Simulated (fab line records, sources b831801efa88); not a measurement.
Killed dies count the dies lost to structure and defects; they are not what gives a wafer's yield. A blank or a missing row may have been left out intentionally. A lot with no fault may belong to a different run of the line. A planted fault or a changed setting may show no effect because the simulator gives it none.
Which of the tools did it? || flow sky130 || route of 708 steps, sampled at 1 step: 12 lots, 36 wafers

== WHAT THE GAUGES READ, wafer by wafer ==
SKY_GATE_OXIDE_TW_MEAS_14.
{"lot": "L075", "measured": "day 14 04:02", "on": "film-metro-01", "GATE_OXIDE_TW": "223.5 223.9 223.1"}
{"lot": "L077", "measured": "day 14 20:12", "on": "film-metro-02", "GATE_OXIDE_TW": "218.9 219.2 219.3"}
{"lot": "L079", "measured": "day 15 11:46", "on": "film-metro-01", "GATE_OXIDE_TW": "222.9 223.9 224.0"}
{"lot": "L081", "measured": "day 16 07:05", "on": "film-metro-04", "GATE_OXIDE_TW": "221.1 223.3 222.4"}
{"lot": "L083", "measured": "day 17 03:13", "on": "film-metro-04", "GATE_OXIDE_TW": "223.2 221.9 222.3"}
{"lot": "L085", "measured": "day 17 12:56", "on": "film-metro-01", "GATE_OXIDE_TW": "223.6 223.9 224.8"}
{"lot": "L087", "measured": "day 18 15:55", "on": "film-metro-02", "GATE_OXIDE_TW": "218.2 219.4 218.8"}
{"lot": "L089", "measured": "day 19 10:17", "on": "film-metro-01", "GATE_OXIDE_TW": "224.4 225.1 225.7"}
{"lot": "L091", "measured": "day 20 00:17", "on": "film-metro-04", "GATE_OXIDE_TW": "222.2 222.4 221.9"}
{"lot": "L094", "measured": "day 21 05:40", "on": "film-metro-01", "GATE_OXIDE_TW": "221.7 220.8 221.7"}
{"lot": "L095", "measured": "day 21 07:40", "on": "film-metro-01", "GATE_OXIDE_TW": "221.9 221.9 222.1"}
{"lot": "L097", "measured": "day 21 21:03", "on": "film-metro-01", "GATE_OXIDE_TW": "221.5 222.5 220.8"}

== EACH LOT AND THE TOOL THAT RAN IT (in order: tool; ch and the chambers of the sampled wafers; start) ==
Record: no process step prior to these readings.

== THE ANSWER, worked out from the rows above alone ==
Rule: the lots themselves supply what counts as usual. The widest of any qualifying gaps counts: lots, ordered by their means at a reading, are off when they make up no more than a third of the lots, leave a main group of 4 or more, and stand apart from it by 3 or more times the standard deviation of that group's means. A main group is skipped when, at the precision printed for the reading in the tables above, its means are all equal. Also off: a lot with no number at a reading for which 4 or more lots have one. The other lots that the step has rows for count as sound.
Across all readings shown, no lot is off: no conclusion can be drawn from this.

== WHAT THE SIMULATOR HAD INSERTED ==
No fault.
